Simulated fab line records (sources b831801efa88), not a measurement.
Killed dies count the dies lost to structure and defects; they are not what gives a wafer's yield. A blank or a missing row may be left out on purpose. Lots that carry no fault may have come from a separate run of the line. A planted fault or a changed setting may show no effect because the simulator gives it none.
Struck lot and sound lot, side by side -- flow gf180mcu -- 16 steps out of a route of 602
Sound: wafers L268.1, L268.2, L268.6. Wafers L271.2, L271.4, L271.5 were the ones struck. The cause is given at the end.
At each step with rows: each side's tool, then ch and its chambers, then its first start. Under that, the readings that differ: sound wafers -- struck wafers -- difference of the means -- sigmas: that difference in standard deviations of wafers without a fault.
alike: words and numbers the same on both sides, and readings whose means are apart by under 2 such deviations; not compared: readings that were withheld, readings missing a value for some wafer, numbers with overlapping values and no deviation given by the record, and bounds like >300 which may hide the same value.
Wherever a step has rows on one side only, a row that says differs or no value, or a row with sigmas, the two part there. Non-overlapping numbers with no deviation appear without sigmas and do not part them. A reading missing from all wafers of one side parts the sides only when that side holds two or more wafers.

first, 6 steps without rows for these wafers: GF_M2_HMDS_08 (prime time 60 s); GF_M2_COAT_09 (resist thk 1000 nm); GF_M2_SOFTBAKE_10 (time 60 s); GF_M2_EXPOSE_11 (exposes mask Metal2, target cd 280 nm); GF_M2_PEB_12 (peb time 90 s); GF_M2_DEVELOP_13 (develop time 60 s).
GF_M2_CD_MEAS_14: target cd 280 nm.
  sound on cd sem-01, day 19 19:41; struck on cd sem-02, day 20 19:49
reading,sound,struck,difference,sigmas
cd nm (nm),279.3 279.5 279.6,282.8 282.8 281.8,+3.0,+2
GF_M2_OVL_MEAS_15:
  sound on overlay-01, day 19 19:48; struck on overlay-01, day 20 19:55
  alike: M2_OVL
GF_M2_METAL_ETCH_16: etches the open film in Cl2/BCl3, stops on SiO2, target depth 750.8 nm, time 125.1 s.
  sound on rie metal-02 ch 0,1, day 19 19:50; struck on rie metal-01 ch 0,1, day 20 19:56
  alike: bias w, drypump motor current A, mfc cl2 sccm, oes product au, throttle valve pct
  not compared: rf hours counter h
GF_M2_STRIP_17: strips in O2/N2.
  sound on plasma asher-01 ch 0,1, day 19 19:58; struck on plasma asher-01 ch 0,1, day 20 20:04
  alike: drypump motor current A, heater power w, oes product au, strip time to endpoint s
  not compared: rf hours counter h
then, 2 steps without rows for these wafers: GF_M2_STRIP_18 (strips in post etch residue remover, time 1200 s); GF_M2_CLEAN_19 (cleans in DIW).
GF_V2_CVD_00: deposits SiO2, target thk 600 nm, time 100 s.
  sound on hdpcvd-02 ch 0,2, day 19 20:32; struck on hdpcvd-02 ch 0,2, day 20 20:37
reading,sound,struck,difference,sigmas
sih4 flow sccm (sccm),59.92 60.15 59.78,48.08 48.21 47.92,-11.88,-59
model.SiO2_of_V2_CVD_00.thk nm (nm),592.4 591.2 593.2,479.2 475.5 478.3,-114.6,
GF_V2_THK_MEAS_01:
  sound on film metro-01, day 19 20:36; struck on film metro-03, day 20 20:41
reading,sound,struck,difference,sigmas
V2_CVD_00_THK (nm),592 591 593,479 476 478,-114,-14
GF_V2_CVD_02: deposits SiO2 from TEOS, target thk 850 nm, time 94.851 s.
  sound on pecvd-01 ch 0,2, day 19 20:40; struck on pecvd-01 ch 0,1, day 20 20:44
  alike: heater power w
-- the record jumps here: 9 days lie between the struck wafers' starts before and after (it left off in module V2 and takes up again in module PASSIVATION, whose first step shown is number 602 of the route) --
GF_PASSIVATION_PROBE_99:
  record: rows for the struck wafers here (prober-01, day 30 07:49), none for the sound ones

WHERE THEY PART
Earliest at GF_M2_CD_MEAS_14; latest, in this record, at GF_PASSIVATION_PROBE_99.

WHY: whatever the simulator had introduced
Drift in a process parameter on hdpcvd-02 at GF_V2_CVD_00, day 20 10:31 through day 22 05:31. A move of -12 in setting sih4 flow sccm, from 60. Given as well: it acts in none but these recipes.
